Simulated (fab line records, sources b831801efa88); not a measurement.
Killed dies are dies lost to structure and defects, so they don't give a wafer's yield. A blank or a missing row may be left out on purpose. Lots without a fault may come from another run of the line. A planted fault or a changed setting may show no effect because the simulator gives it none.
Which tool did it? | flow gf180mcu | 15 lots, 45 wafers sampled, at 4 steps of a route of 602

WHAT THE GAUGES READ, wafer by wafer
The record holds no reading of a measuring or inspecting step that can be judged against a usual standard deviation.

WHICH TOOL RAN EACH LOT (tool, then ch and the chambers of the sampled wafers, then the start)
lot  | GF_V2_CVD_02                    | GF_V2_SPUTTER_21             | GF_M3_EXPOSE_11                   | GF_M3_METAL_ETCH_16
L207 | pecvd-04 ch 0,1,2, day 18 17:53 | pvd_sputter-04, day 19 19:43 | krf_scanner-02 ch 0, day 20 09:12 | rie_metal-03 ch 1, day 20 21:13
L210 | pecvd-01 ch 0,1,2, day 20 03:29 | pvd_sputter-04, day 21 05:35 | krf_scanner-01 ch 0, day 21 18:25 | rie_metal-01 ch 0,1, day 22 06:14
L215 | pecvd-04 ch 1,2, day 22 00:31   | pvd_sputter-03, day 23 01:04 | krf_scanner-02 ch 0, day 23 13:35 | rie_metal-01 ch 0,1, day 24 00:49
L214 | pecvd-04 ch 1,2, day 22 05:52   | pvd_sputter-04, day 23 06:47 | krf_scanner-01 ch 0, day 23 18:51 | rie_metal-01 ch 0,1, day 24 06:07
L216 | pecvd-02 ch 0,1, day 22 13:50   | pvd_sputter-01, day 23 14:17 | krf_scanner-02 ch 0, day 24 02:53 | rie_metal-04 ch 1, day 24 13:40
L217 | pecvd-04 ch 0,2, day 23 18:13   | pvd_sputter-04, day 24 17:17 | krf_scanner-02 ch 0, day 25 05:19 | rie_metal-03 ch 0,1, day 25 16:10
L218 | pecvd-04 ch 1,2, day 24 03:02   | pvd_sputter-04, day 25 02:02 | krf_scanner-01 ch 0, day 25 13:44 | rie_metal-04 ch 0,1, day 26 00:19
L222 | pecvd-02 ch 0,2, day 25 01:03   | pvd_sputter-01, day 25 23:53 | krf_scanner-01 ch 0, day 26 11:28 | rie_metal-01 ch 1, day 26 22:10
L221 | pecvd-01 ch 0,1,2, day 25 07:12 | pvd_sputter-04, day 26 05:51 | krf_scanner-01 ch 0, day 26 16:58 | rie_metal-04 ch 0,1, day 27 03:28
L223 | pecvd-01 ch 0,1, day 25 13:58   | pvd_sputter-03, day 26 12:49 | krf_scanner-01 ch 0, day 27 00:45 | rie_metal-04 ch 0,1, day 27 10:31
L227 | pecvd-01 ch 0,1, day 26 00:51   | pvd_sputter-03, day 26 23:15 | krf_scanner-02 ch 0, day 27 10:08 | rie_metal-03 ch 0,1, day 27 19:58
L226 | pecvd-04 ch 1,2, day 26 07:46   | pvd_sputter-04, day 27 05:44 | krf_scanner-02, day 27 16:25      | rie_metal-04 ch 0,1, day 28 02:22
L228 | pecvd-02 ch 0,1,2, day 26 14:19 | pvd_sputter-03, day 27 12:23 | krf_scanner-02, day 27 23:46      | rie_metal-03 ch 1, day 28 09:22
L229 | pecvd-01 ch 0,1,2, day 26 20:05 | pvd_sputter-03, day 27 17:30 | krf_scanner-01, day 28 04:43      | rie_metal-03 ch 1, day 28 14:46
L230 | pecvd-04 ch 1,2, day 27 02:01   | pvd_sputter-04, day 27 23:02 | krf_scanner-01 ch 0, day 28 09:46 | rie_metal-03 ch 1, day 28 19:33
- GF_V2_CVD_02: deposits SiO2 from TEOS, target thk 850 nm, time 94.851 s.
- GF_V2_SPUTTER_21: material Ti, target thk 15 nm, time 80.02 s.
- GF_M3_EXPOSE_11: exposes mask Metal3, target cd 280 nm.
- GF_M3_METAL_ETCH_16: etches the open film in Cl2/BCl3, stops on SiO2, target depth 750.8 nm, time 125.1 s.

WHAT THE TOOLS THEMSELVES READ (means of the sampled wafers that have a number; where no wafer has one, the mark that the record gives instead)
GF_V2_CVD_02.
lot  | tool     | heater_power_outer_w (W) | heater_power_w (W)
L207 | pecvd-04 | 348                      | 632
L210 | pecvd-01 | 455                      | 760
L215 | pecvd-04 | 289                      | 530
L214 | pecvd-04 | 313                      | 578
L216 | pecvd-02 | 387                      | 674
L217 | pecvd-04 | 351                      | 641
L218 | pecvd-04 | 302                      | 564
L222 | pecvd-02 | 363                      | 692
L221 | pecvd-01 | 446                      | 737
L223 | pecvd-01 | 437                      | 735
L227 | pecvd-01 | 371                      | 650
L226 | pecvd-04 | 323                      | 584
L228 | pecvd-02 | 411                      | 742
L229 | pecvd-01 | 438                      | 739
L230 | pecvd-04 | 338                      | 610

GF_V2_SPUTTER_21.
lot  | tool           | throttle_valve_pct (%)
L207 | pvd_sputter-04 | 29.8
L210 | pvd_sputter-04 | 29.9
L215 | pvd_sputter-03 | 29.0
L214 | pvd_sputter-04 | 30.4
L216 | pvd_sputter-01 | 30.4
L217 | pvd_sputter-04 | 29.8
L218 | pvd_sputter-04 | 29.9
L222 | pvd_sputter-01 | 29.9
L221 | pvd_sputter-04 | 30.1
L223 | pvd_sputter-03 | 30.2
L227 | pvd_sputter-03 | 29.4
L226 | pvd_sputter-04 | 29.9
L228 | pvd_sputter-03 | 30.3
L229 | pvd_sputter-03 | 29.7
L230 | pvd_sputter-04 | 29.8

GF_M3_EXPOSE_11.
lot  | tool           | exposure_dose_mJ_cm2 | focus_offset_nm (nm)
L207 | krf_scanner-02 | 27.991               | -0.3
L210 | krf_scanner-01 | 28.001               | 0.2
L215 | krf_scanner-02 | 28.030               | 0.3
L214 | krf_scanner-01 | 27.976               | -0.3
L216 | krf_scanner-02 | 27.971               | 0.5
L217 | krf_scanner-02 | 28.000               | -0.0
L218 | krf_scanner-01 | 27.969               | 0.2
L222 | krf_scanner-01 | 27.981               | 0.3
L221 | krf_scanner-01 | 28.007               | -0.5
L223 | krf_scanner-01 | 28.025               | -0.4
L227 | krf_scanner-02 | 27.993               | -0.1
L226 | krf_scanner-02 | -                    | -
L228 | krf_scanner-02 | -                    | -
L229 | krf_scanner-01 | -                    | -
L230 | krf_scanner-01 | 28.032               | -0.1

GF_M3_METAL_ETCH_16.
lot  | tool         | drypump_motor_current_A (A) | he_backside_leak_sccm (sccm) | oes_product_au (a.u.) | throttle_valve_pct (%)
L207 | rie_metal-03 | 5.6                         | 3.40                         | 0.997                 | 28.224
L210 | rie_metal-01 | 6.2                         | 3.25                         | 0.985                 | 28.236
L215 | rie_metal-01 | 6.0                         | 3.35                         | 0.987                 | 28.223
L214 | rie_metal-01 | 6.0                         | 3.32                         | 0.987                 | 28.227
L216 | rie_metal-04 | 5.4                         | 3.54                         | 0.988                 | 28.234
L217 | rie_metal-03 | 5.2                         | 3.54                         | 0.985                 | 28.238
L218 | rie_metal-04 | 5.7                         | 3.43                         | 0.985                 | 28.224
L222 | rie_metal-01 | 5.9                         | 3.40                         | 0.993                 | 28.233
L221 | rie_metal-04 | 5.6                         | 3.07                         | 0.987                 | 28.235
L223 | rie_metal-04 | 5.7                         | 3.16                         | 0.989                 | 28.225
L227 | rie_metal-03 | 5.4                         | 3.40                         | 0.993                 | 28.232
L226 | rie_metal-04 | 5.6                         | 3.40                         | 0.985                 | 28.234
L228 | rie_metal-03 | 5.6                         | 3.36                         | 0.991                 | 28.230
L229 | rie_metal-03 | 5.7                         | 3.33                         | 0.986                 | 28.224
L230 | rie_metal-03 | 5.6                         | 3.30                         | 0.993                 | 28.231

THE ANSWER, worked out from the rows above alone
Rule: what is usual is taken from the lots themselves. Put in order of their means at a reading, lots are off if they are a third of the lots or fewer, leave a main group of 4 or more, and stand apart from it by a gap of 3 or more times the standard deviation of the main group's means; of several such gaps the widest counts. A main group whose means are all the same, to the digits that the tables above print for the reading, isn't used. A lot without any number at a reading at which 4 lots or more have one is off too. The other lots that the step has rows for count as sound. The gauges are gone through in route order, then the tools' own readings, and for those a lot's mean is taken as printed above. The first step at which some lot is off is used, and at that step the reading that is off furthest; a lot without a number counts as furthest.
Off: L226, L228, L229, at GF_M3_EXPOSE_11 (exposure_dose_mJ_cm2). Without a number there: L226, L228, L229. The main group: mean 27.998, standard deviation 0.021.
A tool fits if, at that step or a process step before it, it ran every lot that is off, and no sound lot after the first of them. None of those tried fits.

WHAT THE SIMULATOR HAD PUT IN
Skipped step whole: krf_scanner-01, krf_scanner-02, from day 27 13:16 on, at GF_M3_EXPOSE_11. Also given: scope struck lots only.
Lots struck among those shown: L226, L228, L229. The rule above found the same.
